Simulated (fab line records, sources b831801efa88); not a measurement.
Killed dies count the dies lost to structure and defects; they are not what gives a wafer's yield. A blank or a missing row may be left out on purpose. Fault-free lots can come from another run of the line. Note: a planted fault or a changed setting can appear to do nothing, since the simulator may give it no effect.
A lot that was struck, set against a sound lot	flow gf180mcu	17 steps out of a route of 602
Sound: wafers L563.2, L563.3, L563.5. Struck: wafer L569.1. (L569.3, L569.5 of the same lot were not struck and are left out.) The cause comes at the end.
Each step with rows lists, per side, the tool, then ch with its chambers, then its first start. Under that, the readings that differ: sound wafers	struck wafers	difference of the means	sigmas: that difference in standard deviations of wafers without a fault.
alike: readings with means less than 2 such deviations apart, plus words and numbers identical on both sides. not compared: withheld readings, readings lacking a value on some wafer, bounds such as >300 that could conceal the same value, and numbers that have no deviation in the record and whose values overlap.
The two part at a step that has a row with sigmas, a row that says differs or no value, or rows on one side only. Non-overlapping numbers with no deviation appear without sigmas and do not part them. A reading that every wafer of one side lacks parts them only if that side has two wafers or more.

first, 3 steps without rows for these wafers: GF_V1_EXPOSE_11 (exposes mask Via1, target cd 260 nm); GF_V1_PEB_12 (peb time 90 s); GF_V1_DEVELOP_13 (develop time 60 s).
GF_V1_CD_MEAS_14 targets a cd of 260 nm.
  sound on cd-sem-02 at day 18 01:06; struck on cd-sem-01 at day 20 14:02
  alike: cd-nm
GF_V1_OVL_MEAS_15:
  sound on overlay-02 at day 18 01:12; struck on overlay-02 at day 20 14:09
reading	sound	struck	difference	sigmas
V1_OVL (nm)	0 -2 -3	12	+14	+2
GF_V1_ETCH_16: etches BARC in N2/H2.
  sound on rie-diel-02 ch 0,1, day 18 01:14; struck on rie-diel-03 ch 3, day 20 14:11
reading	sound	struck	difference	sigmas
drypump-motor-current-A (A)	5.1 5.7 5.1	5.9	+0.6	+2
  alike: chamber-pressure-mTorr, oes-product-au, throttle-valve-pct
GF_V1_ETCH_17: etches SiO2 in C4F8/O2/Ar, stops on TiN, target depth 630 nm.
  sound: rie-diel-02 ch 0,1; struck: rie-diel-03 ch 3
  alike: chamber-pressure-mTorr, oes-product-au
then, 3 steps without rows for these wafers: GF_V1_STRIP_18 (strips in O2/N2); GF_V1_STRIP_19 (strips in post etch residue remover, time 1200 s); GF_V1_CLEAN_20 (cleans in DIW).
GF_V1_SPUTTER_21: material Ti, target thk 15 nm, time 80.02 s.
  sound on pvd-sputter-04 at day 18 01:54; struck on pvd-sputter-03 at day 20 14:51
  alike: throttle-valve-pct
GF_V1_SPUTTER_22: material TiN, target thk 10 nm, time 40 s.
  sound on pvd-sputter-04 at day 18 01:58; struck on pvd-sputter-03 at day 20 14:55
  alike: throttle-valve-pct
GF_V1_CVD_23: deposits W, target thk 350 nm, time 105.05 s.
  sound on cvd-w-01 ch 0,1, day 18 02:01; struck on cvd-w-02 ch 1, day 20 14:57
reading	sound	struck	difference	sigmas
heater-power-outer-w (W)	481 473 537	571	+74	+2
heater-power-w (W)	827 863 847	912	+66	+2
model.W_of_V1_CVD_23.thk-nm (nm)	357 355.2 355.8	295.1	-60.9	
GF_V1_RS_MEAS_24: uses a four-point probe to measure.
  sound on film-metro-04 at day 18 02:08; struck on film-metro-04 at day 20 15:04
reading	sound	struck	difference	sigmas
V1_W_RS (ohm/sq)	0.321 0.322 0.322	0.389	+0.067	+20
GF_V1_THK_MEAS_25: measures by xrf.
  sound on film-metro-04 at day 18 02:15; struck on film-metro-04 at day 20 15:11
reading	sound	struck	difference	sigmas
V1_W_THK (nm)	353 349 351	294	-57	-14
GF_V1_CMP_26: polishes, stops on SiO2, t overpolish 15 s, target thk 0 nm.
  sound on cmp-01 ch 0,2,3, day 18 02:19; struck on cmp-02 ch 0, day 20 15:17
reading	sound	struck	difference	sigmas
time-to-endpoint-s (s)	82 88 87	65	-21	-5
  alike: motor-current-A, retaining-ring-pressure-frac, slurry-filter-dp-kPa
GF_M2_SPUTTER_00: material Ti, target thk 37.5 nm, time 150 s.
  sound on pvd-sputter-02 at day 18 02:37; struck on pvd-sputter-03 at day 20 15:32
  alike: throttle-valve-pct

== WHERE THEY PART ==
First at GF_V1_OVL_MEAS_15; last, within this record, at GF_V1_CMP_26. Later steps at which nothing parts them and some readings are alike: GF_M2_SPUTTER_00.

WHY: the cause the simulator had injected
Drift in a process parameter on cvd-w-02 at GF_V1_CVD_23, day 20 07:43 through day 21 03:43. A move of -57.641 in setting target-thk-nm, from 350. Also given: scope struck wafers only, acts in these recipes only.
